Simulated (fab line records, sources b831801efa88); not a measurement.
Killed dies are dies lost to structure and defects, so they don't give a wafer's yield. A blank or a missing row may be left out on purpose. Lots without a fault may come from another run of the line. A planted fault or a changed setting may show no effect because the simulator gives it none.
Chamber matching | flow sky130 | SKY_VIA1_ETCH_14 on rie_diel-04: 4 sister chambers
The step etches BARC in N2/H2, stops on SiO2, time 45.9 s, target depth 60 nm. 7 wafers are shown with their chamber, then 9 later ones without.

WAFERS WITH THEIR CHAMBER
wafer  | chamber | drypump_motor_current_A (A) | n2_flow_sccm (sccm)
L080.2 | 0       | 5.4                         | 99.7
L085.6 | 3       | 6.0                         | 100.2
L087.4 | 1       | 5.0                         | 99.6
L087.5 | 2       | 4.9                         | 100.0
L091.1 | 3       | 5.9                         | 100.2
L091.3 | 2       | 4.9                         | 100.3
L091.4 | 1       | 5.0                         | 99.8

WAFERS WITHOUT THEIR CHAMBER
wafer  | drypump_motor_current_A (A) | n2_flow_sccm (sccm)
L092.3 | 5.4                         | 99.5
L092.4 | 4.9                         | 99.8
L092.5 | 4.9                         | 99.5
L095.3 | 4.9                         | 100.0
L095.4 | 6.0                         | 100.4
L095.5 | 6.0                         | 99.8
L096.2 | 6.0                         | 100.3
L096.3 | 5.5                         | 99.8
L096.4 | 4.9                         | 100.2

WHICH CHAMBER EACH WENT THROUGH
wafer  | from the rows above     | in truth
L092.3 | 0                       | 0
L092.4 | can't be placed: 2 or 1 | 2
L092.5 | can't be placed: 1 or 2 | 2
L095.3 | 2                       | 2
L095.4 | 3                       | 3
L095.5 | 3                       | 3
L096.2 | 3                       | 3
L096.3 | 0                       | 0
L096.4 | 2                       | 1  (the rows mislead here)
Placed correctly: 6 of 9. Can't be placed from these rows: 2 (the true chamber is among the candidates in 2). Placed wrongly: 1.
How it was worked out, from the rows above alone: a wafer's distance from a chamber is the root of the sum, over the readings, of the square of ((its reading less the chamber's mean) divided by the reading's scatter). The wafer belongs to the nearest chamber; if the next one is less than 2 further off, it can't be placed. A chamber's mean is the mean of its shown wafers. The scatter: the root of (the sum of the squares of (reading less its chamber's mean) over the shown wafers, divided by (wafers less chambers)).
